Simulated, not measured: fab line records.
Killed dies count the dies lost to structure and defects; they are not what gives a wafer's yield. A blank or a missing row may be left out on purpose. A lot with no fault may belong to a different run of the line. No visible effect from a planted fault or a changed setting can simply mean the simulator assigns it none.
Comparing a struck lot with a sound one | flow sky130 | 15 out of 708 route steps
Sound: wafers L487.2, L487.3, L487.5. Struck: wafer L490.5. (L490.1, L490.6 of the same lot were not struck and are left out.) The cause comes at the end.
Order at every step that has rows: each side's tool, ch and its chambers, its first start. Under that, the readings that differ: sound wafers | struck wafers | difference of the means | sigmas: that difference in standard deviations of wafers without a fault.
alike: same words and numbers on both sides, and readings whose means sit less than 2 such deviations apart. not compared: any withheld reading, any reading some wafer has no value for, any bound like >300 that may hide the same value, and any number with overlapping values for which the record gives no deviation.
Wherever a step has rows on one side only, a row that says differs or no value, or a row with sigmas, the two part there. Non-overlapping numbers with no deviation appear without sigmas and do not part them. A reading that every wafer of one side lacks parts them only if that side has two wafers or more.

first, 2 steps without rows for these wafers: SKY_VIA4_PEB_09; SKY_VIA4_DEVELOP_10 (develop time 60 s).
SKY_VIA4_OVL_MEAS_11:
  sound: overlay-02 at day 45 01:05; struck: overlay-01 at day 45 20:39
  alike: VIA4_OVL
SKY_VIA4_ETCH_12: etches SiO2 in C4F8/O2/Ar, stops on TiN, target depth 580 nm.
  sound on rieDiel-04 ch 2,3, day 45 01:07; struck on rieDiel-01 ch 0, day 45 20:41
reading                      | sound             | struck | difference | sigmas
chamberPressureMTorr (mTorr) | 39.98 39.98 39.93 | 40.06  | +0.10      | +3
  alike: oesProductAu
SKY_VIA4_STRIP_13: strips in O2/N2.
  sound on plasmaAsher-03 ch 0,1, day 45 01:11; struck on plasmaAsher-02 ch 1, day 45 20:46
  alike: chamberPressureMTorr, drypumpMotorCurrentA, oesProductAu, stripTimeToEndpointS
  not compared: rfHoursCounterH
then, 3 steps without rows for these wafers: SKY_VIA4_STRIP_14 (strips in post etch residue remover, time 1200 s); SKY_VIA4_CLEAN_15 (cleans in IPA, time 180 s); SKY_VIA4_CLEAN_16 (cleans in O3/DIW).
SKY_VIA4_SPUTTER_17: material TiN, target thk 20 nm, time 80 s.
  sound: pvdSputter-02 at day 45 01:51; struck: pvdSputter-04 at day 45 21:21
  alike: throttleValvePct
SKY_VIA4_CVD_18: deposits W, target thk 505 nm, time 152.14 s.
  sound on cvdW-01 ch 0,1, day 45 01:55; struck on cvdW-02 ch 1, day 45 21:25
  alike: heaterPowerW
SKY_VIA4_RS_MEAS_19: measurement is done with a four-point probe.
  sound: filmMetro-04 at day 45 02:05; struck: filmMetro-01 at day 45 21:34
  alike: VIA4_W_RS
SKY_VIA4_THK_MEAS_20: measures by xrf.
  sound: filmMetro-04 at day 45 02:11; struck: filmMetro-01 at day 45 21:41
  alike: VIA4_W_THK
SKY_VIA4_CMP_21: polishes, stops on SiO2, t overpolish 25 s, target thk 0 nm.
  sound on cmp-02 ch 2,3, day 45 02:14; struck on cmp-01 ch 2, day 45 21:51
reading             | sound                | struck | difference | sigmas
overpolishRunS (s)  | 25.005 24.997 25.000 | 0.036  | -24.965    | -99 or more
timeToEndpointS (s) | 118 126 123          | 189    | +67        | +13
  alike: edgeZonePressureFrac, motorCurrentA
SKY_METAL5_SPUTTER_00: material Ti, target thk 15 nm, time 10 s.
  sound wafers here have rows in the record (pvdSputter-02, day 45 02:32); struck ones have none
-- the record jumps here: 3 days lie between the struck wafers' starts before and after (it left off in module METAL5 and takes up again in module PAD_OPEN, whose first step shown is number 708 of the route) --
SKY_PAD_OPEN_PROBE_99:
  only the struck wafers here have rows in the record (prober-02, day 48 16:37); the sound ones have none

== WHERE THEY PART ==
First at SKY_VIA4_ETCH_12; last, within this record, at SKY_PAD_OPEN_PROBE_99.

WHY: what the simulator had put in
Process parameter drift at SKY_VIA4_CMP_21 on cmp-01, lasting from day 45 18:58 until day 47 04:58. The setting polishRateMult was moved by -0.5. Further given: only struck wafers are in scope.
